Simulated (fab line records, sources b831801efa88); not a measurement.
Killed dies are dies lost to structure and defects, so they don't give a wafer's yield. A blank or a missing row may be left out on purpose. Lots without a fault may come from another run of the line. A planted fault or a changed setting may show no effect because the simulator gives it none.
One fault seen from 2 desks | flow sky130 | each desk has only its own numbers; what lay behind them comes last

THE TOOL OWNER'S DESK: rie_diel-04
The tool's own readings at SKY_SONOS_ONO_ETCH_15 (etches the open film in CHF3/O2, target depth 19.52 nm, time 8.167 s): means of the sampled wafers that have a number, for each lot that ran on this tool. A lot is out of limits, marked OUT, if its mean lies more than 4 standard deviations from the usual mean; the brackets give that distance.
Columns: A = drypump_motor_current_A at SKY_SONOS_ONO_ETCH_15, usual 5.7 A; B = oes_product_au at SKY_SONOS_ONO_ETCH_15, usual 1.004 a.u.; C = throttle_valve_pct at SKY_SONOS_ONO_ETCH_15, usual 8.825 %
lot  | first seen here | A   | B                | C
L893 | day 14 02:20    | 6.0 | 1.007            | 8.830
L907 | day 19 00:05    | 6.0 | 1.014            | 8.827
L909 | day 19 20:59    | 6.0 | 1.038 (+4.1) OUT | 8.831
L911 | day 20 07:18    | 6.1 | 1.037 (+4.0) OUT | 8.825
This desk's finding: out of limits on L909, L911; first on L909, day 19 20:59 (oes_product_au at SKY_SONOS_ONO_ETCH_15). In limits: L893, L907.

THE METROLOGY DESK
What the gauges read, lot by lot, whatever tool the lot ran on: means of the sampled wafers that have a number. A lot is out of limits, marked OUT, if its mean lies more than 4 standard deviations from the usual mean; the brackets give that distance.
Columns: A = SONOS_ONO_CVD_02_THK at SKY_SONOS_ONO_THK_MEAS_03, usual 10.54 nm; B = SONOS_ONO_CVD_04_THK at SKY_SONOS_ONO_THK_MEAS_05, usual 5.75 nm; C = cd_nm at SKY_SONOS_ONO_CD_MEAS_13, usual 409.9 nm; D = SONOS_ONO_OVL at SKY_SONOS_ONO_OVL_MEAS_14, usual 0.7 nm
lot  | first seen here | A     | B    | C     | D
L893 | day 12 23:40    | 10.36 | 5.63 | 405.0 | 1.9
L901 | day 15 08:54    | 10.46 | 5.79 | 410.6 | 1.1
L907 | day 17 16:34    | 10.69 | 5.63 | 407.0 | -0.1
L909 | day 18 12:38    | 10.74 | 5.64 | 410.2 | 2.0
L910 | day 18 13:43    | 10.60 | 5.88 | 411.3 | -0.4
L911 | day 19 00:05    | 10.84 | 5.67 | 407.7 | 0.7
This desk's finding: nothing out of limits on any of the 6 lots.

PUT TOGETHER
The tool owner's desk could have raised an alarm at day 19 20:59, on L909, L911.
The metrology desk saw nothing out of limits.
The metrology desk has L909, L911 on record, within its limits.
Of the lots named, all ran SKY_SONOS_ONO_ETCH_15 on rie_diel-04.

WHAT THE SIMULATOR HAD PUT IN
Process parameter drift: rie_diel-04, from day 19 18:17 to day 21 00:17, at SKY_SONOS_ONO_ETCH_15. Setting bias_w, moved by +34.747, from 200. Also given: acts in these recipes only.
Lots struck among those shown: L909, L911.
Hours from the fault's start to each desk's first reading out of limits: the tool owner's desk, 3.
